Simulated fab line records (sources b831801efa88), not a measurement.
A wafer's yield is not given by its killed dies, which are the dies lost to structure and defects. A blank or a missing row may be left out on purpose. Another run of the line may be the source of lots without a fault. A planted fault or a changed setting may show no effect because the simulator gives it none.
fab line records    flow sky130    part 2 of 2: steps 28 to 38 of 38
record lots=5  wafers=15  last-day=49
route steps=708 shown POLY_GATE@221 LDD_N@237 LDD_P@255
lots with no fault: from the same line, run without faults
start-h: start of the lot's first displayed wafer, in hours after the record's first day    wait-h: time in hours since the lot's previous step    " as in the row above    L1.1+2: a row that stands for several wafers    - value missing, or start not given    * or withheld: withheld    < > ~ a bound
route shown NAME@n: a module of which the file shows steps, and the number in the route of the first    usual: mean and standard deviation over wafers with no fault    same: alike in all rows    chamber/n: place in a boat    sites: each site's reading    _std_site: the values' standard deviation    _edge_site: outer sites' mean less inner sites'    radius-mm: how far each site lies from the wafer's centre    mask NAME#n: copy n    behind: the last tool/chamber to shape the wafer    hold: why the lot went on hold/how many hours it stayed there/how the hold came to an end    device: transistor that didn't switch, given as n, p or np    end of line: the tests these same wafers got at the end of their route    a step with no rows: only its recipe    killed: at the first sort, the dies lost to defects and structure; wafer yield is something else    map: the dies of a wafer, with x for killed, . for not killed, _ for no die there
set.NAME: the setting as run; set.NAME@STEP: as run at that earlier step    model.NAME: the simulator's own value behind a step, which no gauge read
lots seen at some steps along the route; tables by step, rows by wafer
services: when a tool's chamber went out of use (start-h, in hours from the record's first day, below 0 if earlier), for how many hours, and the reason
## steps
# step SKY_LDD_N_IMPLANT_11
# recipe species=As  energy-kev=20  dose-cm2=7.5e+13  tilt-deg=withheld  rotation-deg=293
# usual beam-energy-keV=20.000/0.0061
lot.wafer  tool          chamber  start-h  wait-h  beam-energy-keV
L074.1     implanter-02  0        396.48   0.1     20.007
L074.2     "             0        "        "       20.008
L074.5     "             0        "        "       20.006
L080.1     implanter-01  0        452.54   0.1     20.007
L080.4     "             0        "        "       20.000
L080.6     "             0        "        "       19.999
L087.1     implanter-02  0        517.33   0.1     20.009
L087.4     "             0        "        "       19.992
L087.5     "             0        "        "       20.006
L088.1     implanter-04  0        520.48   0.1     19.995
L088.2     "             0        "        "       20.004
L088.4     "             0        "        "       19.999
L090.2     implanter-02  0        543.76   0.1     20.000
L090.3     "             0        "        "       19.992
L090.6     "             0        "        "       19.999
# step SKY_LDD_N_IMPLANT_12
# recipe species=BF2  energy-kev=50  dose-cm2=5e+12  tilt-deg=30  rotation-deg=0
# usual beam-energy-keV=50.001/0.014
lot.wafer  tool          chamber  start-h  wait-h  beam-energy-keV
L074.1     implanter-02  0        396.63   0.1     50.018
L074.2     "             0        "        "       50.002
L074.5     "             0        "        "       49.984
L080.1     implanter-01  0        452.69   0.1     50.009
L080.4     "             0        "        "       50.016
L080.6     "             0        "        "       50.010
L087.1     implanter-02  0        517.48   0.1     50.033
L087.4     "             0        "        "       50.020
L087.5     "             0        "        "       50.023
L088.1     implanter-04  0        520.63   0.1     49.992
L088.2     "             0        "        "       49.989
L088.4     "             0        "        "       49.986
L090.2     implanter-02  0        543.91   0.1     50.018
L090.3     "             0        "        "       50.007
L090.6     "             0        "        "       49.976
# step SKY_LDD_N_IMPLANT_13
# recipe species=BF2  energy-kev=50  dose-cm2=5e+12  tilt-deg=30  rotation-deg=90
# usual beam-energy-keV=50.000/0.014
lot.wafer  tool          chamber  start-h  wait-h  beam-energy-keV
L074.1     implanter-02  0        396.78   0.1     50.015
L074.2     "             0        "        "       49.975
L074.5     "             0        "        "       50.010
L080.1     implanter-01  0        452.84   0.1     50.014
L080.4     "             0        "        "       50.011
L080.6     "             0        "        "       50.021
L087.1     implanter-02  0        517.63   0.1     50.002
L087.4     "             0        "        "       50.009
L087.5     "             0        "        "       50.017
L088.1     implanter-04  0        520.78   0.1     50.004
L088.2     "             0        "        "       50.010
L088.4     "             0        "        "       50.012
L090.2     implanter-02  0        544.06   0.1     49.990
L090.3     "             0        "        "       49.975
L090.6     "             0        "        "       50.011
# step SKY_LDD_N_IMPLANT_14
# recipe species=BF2  energy-kev=50  dose-cm2=5e+12  tilt-deg=30  rotation-deg=180
# usual beam-energy-keV=50.000/0.016
lot.wafer  tool          chamber  start-h  wait-h  beam-energy-keV
L074.1     implanter-02  0        396.93   0.1     49.986
L074.2     "             0        "        "       50.020
L074.5     "             0        "        "       50.000
L080.1     implanter-01  0        452.99   0.1     50.028
L080.4     "             0        "        "       50.018
L080.6     "             0        "        "       50.005
L087.1     implanter-02  0        517.78   0.1     49.999
L087.4     "             0        "        "       49.998
L087.5     "             0        "        "       50.009
L088.1     implanter-04  0        520.93   0.1     49.977
L088.2     "             0        "        "       49.977
L088.4     "             0        "        "       49.982
L090.2     implanter-02  0        544.21   0.1     49.988
L090.3     "             0        "        "       49.993
L090.6     "             0        "        "       49.978
# step SKY_LDD_N_IMPLANT_15
# recipe species=BF2  energy-kev=50  dose-cm2=5e+12  tilt-deg=30  rotation-deg=270
# usual beam-energy-keV=50.000/0.015
lot.wafer  tool          chamber  start-h  wait-h  beam-energy-keV
L074.1     implanter-02  0        397.08   0.1     50.008
L074.2     "             0        "        "       49.985
L074.5     "             0        "        "       49.997
L080.1     implanter-01  0        453.14   0.1     49.970
L080.4     "             0        "        "       49.983
L080.6     "             0        "        "       49.984
L087.1     implanter-02  0        517.93   0.1     50.014
L087.4     "             0        "        "       49.971
L087.5     "             0        "        "       49.990
L088.1     implanter-04  0        521.08   0.1     50.001
L088.2     "             0        "        "       50.000
L088.4     "             0        "        "       50.011
L090.2     implanter-02  0        544.36   0.1     49.971
L090.3     "             0        "        "       49.988
L090.6     "             0        "        "       49.995
# step SKY_LDD_N_STRIP_16
# recipe chemistry=O2/N2  power-w=1400  pressure-mtorr=1500  platen-temp-c=withheld  o2-flow-sccm=3000  n2-flow-sccm=300  overash-fraction=0.5
# usual drypump-motor-current-A=6.0/0.41  oes-product-au=0.406/0.0046  strip-time-to-endpoint-s=4.309/0.014
lot.wafer  tool             chamber  start-h  wait-h  drypump-motor-current-A  oes-product-au  rf-hours-counter-h  strip-time-to-endpoint-s
L074.1     plasma-asher-01  1        397.23   0.1     5.7                      0.408           63                  4.321
L074.2     "                0        "        "       6.7                      0.402           63                  4.312
L074.5     "                0        "        "       6.8                      0.412           -                   4.327
L080.1     plasma-asher-01  1        453.29   0.1     5.7                      0.403           69                  4.327
L080.4     "                1        "        "       5.7                      0.403           -                   4.322
L080.6     "                0        "        "       6.7                      0.405           -                   4.313
L087.1     plasma-asher-03  0        518.08   0.1     6.1                      0.407           37                  4.289
L087.4     "                1        "        "       5.5                      0.413           -                   4.297
L087.5     "                1        "        "       5.5                      0.402           -                   4.267
L088.1     plasma-asher-01  0        521.23   0.1     6.7                      0.401           76                  4.300
L088.2     "                1        "        "       5.7                      0.403           76                  4.295
L088.4     "                1        "        "       5.8                      0.411           -                   4.318
L090.2     plasma-asher-03  1        544.48   0.1     5.5                      0.411           40                  4.305
L090.3     "                0        "        "       6.1                      0.401           -                   4.286
L090.6     "                1        "        "       5.5                      0.398           -                   4.303
# step SKY_LDD_N_TW_MEAS_17
# usual LDD_N_TW=2624/30
lot.wafer  tool           chamber  start-h  wait-h  LDD_N_TW
L074.1     film-metro-02  -        397.33   0.1     2585
L074.2     "              -        "        "       2582
L074.5     "              -        "        "       2582
L080.1     film-metro-03  -        453.39   0.1     2615
L080.4     "              -        "        "       2603
L080.6     "              -        "        "       2607
L087.1     film-metro-03  -        518.18   0.1     2604
L087.4     "              -        "        "       2590
L087.5     "              -        "        "       2589
L088.1     film-metro-01  -        521.33   0.1     2661
L088.2     "              -        "        "       2653
L088.4     "              -        "        "       2639
L090.2     film-metro-03  -        544.59   0.1     2612
L090.3     "              -        "        "       2601
L090.6     "              -        "        "       2598
# step SKY_LDD_P_DEHYDRATE_00
# recipe temp-c=200  time-s=60
lot.wafer   tool            chamber  start-h  wait-h
L074.1+2+5  litho-track-02  0        411.03   13.7
L080.1+4+6  litho-track-03  0        468.90   15.5
L087.1+4+5  litho-track-03  0        533.30   15.1
L088.1+2+4  litho-track-03  0        535.90   14.6
L090.2+3+6  litho-track-01  0        559.37   14.8
# step SKY_LDD_P_HMDS_01
# recipe prime-time-s=60  prime-temp-c=120
lot.wafer   tool            chamber  start-h  wait-h
L074.1+2+5  litho-track-02  0        411.18   0.1
L080.1+4+6  litho-track-03  0        469.05   0.1
L087.1+4+5  litho-track-03  0        533.45   0.1
L088.1+2+4  litho-track-03  0        536.05   0.1
L090.2+3+6  litho-track-01  0        559.52   0.1
# step SKY_LDD_P_COAT_02
# recipe resist=NOVOLAK  spin-rpm=3000  resist-thk-nm=1140
# usual dispense-pressure-kPa=52.3/2.9
lot.wafer  tool            chamber  start-h  wait-h  dispense-pressure-kPa
L074.1     litho-track-02  0        411.33   0.1     56.6
L074.2     "               0        "        "       56.5
L074.5     "               0        "        "       56.6
L080.1     litho-track-03  0        469.20   0.1     49.5
L080.4     "               0        "        "       49.6
L080.6     "               0        "        "       49.6
L087.1     litho-track-03  0        533.60   0.1     49.4
L087.4     "               0        "        "       49.4
L087.5     "               0        "        "       49.4
L088.1     litho-track-03  0        536.20   0.1     49.4
L088.2     "               0        "        "       49.5
L088.4     "               0        "        "       49.5
L090.2     litho-track-01  0        559.67   0.1     54.2
L090.3     "               0        "        "       54.2
L090.6     "               0        "        "       54.1
# step SKY_LDD_P_SOFTBAKE_03
# recipe temp-c=90  time-s=60  resist=NOVOLAK
lot.wafer   tool            chamber  start-h  wait-h
L074.1+2+5  litho-track-02  0        411.48   0.1
L080.1+4+6  litho-track-03  0        469.35   0.1
L087.1+4+5  litho-track-03  0        533.75   0.1
L088.1+2+4  litho-track-03  0        536.35   0.1
L090.2+3+6  litho-track-01  0        559.82   0.1
## services
tool              chamber  start-h  hours  kind
rie-diel-04       2        335.43   2.7    repair
rie-diel-01       -        340.18   0.9    repair
implanter-01      -        348.57   5.1    repair
rie-si-02         -        362.09   0.7    repair
implanter-01      -        385.62   2.3    repair
rie-diel-01       1        399.97   4.4    repair
rie-si-02         -        400.57   0.6    repair
implanter-02      -        424.56   4.8    pm
implanter-04      -        431.40   2.5    pm
implanter-02      -        451.12   1.6    repair
rie-diel-04       -        451.58   1.0    repair
rie-diel-01       3        459.84   6.5    repair
implanter-01      -        461.31   11.8   pm
implanter-02      -        486.70   2.8    repair
implanter-01      -        497.78   4.0    repair
rie-diel-01       -        498.52   1.2    repair
iline-stepper-01  -        506.53   1.7    pm
implanter-02      -        509.12   2.5    pm
implanter-01      -        513.81   1.3    repair
rie-diel-04       -        518.90   3.4    repair
implanter-01      -        521.66   0.6    repair
rie-diel-01       0        540.45   11.4   repair
implanter-04      -        543.07   5.0    repair
implanter-01      -        546.53   2.4    repair
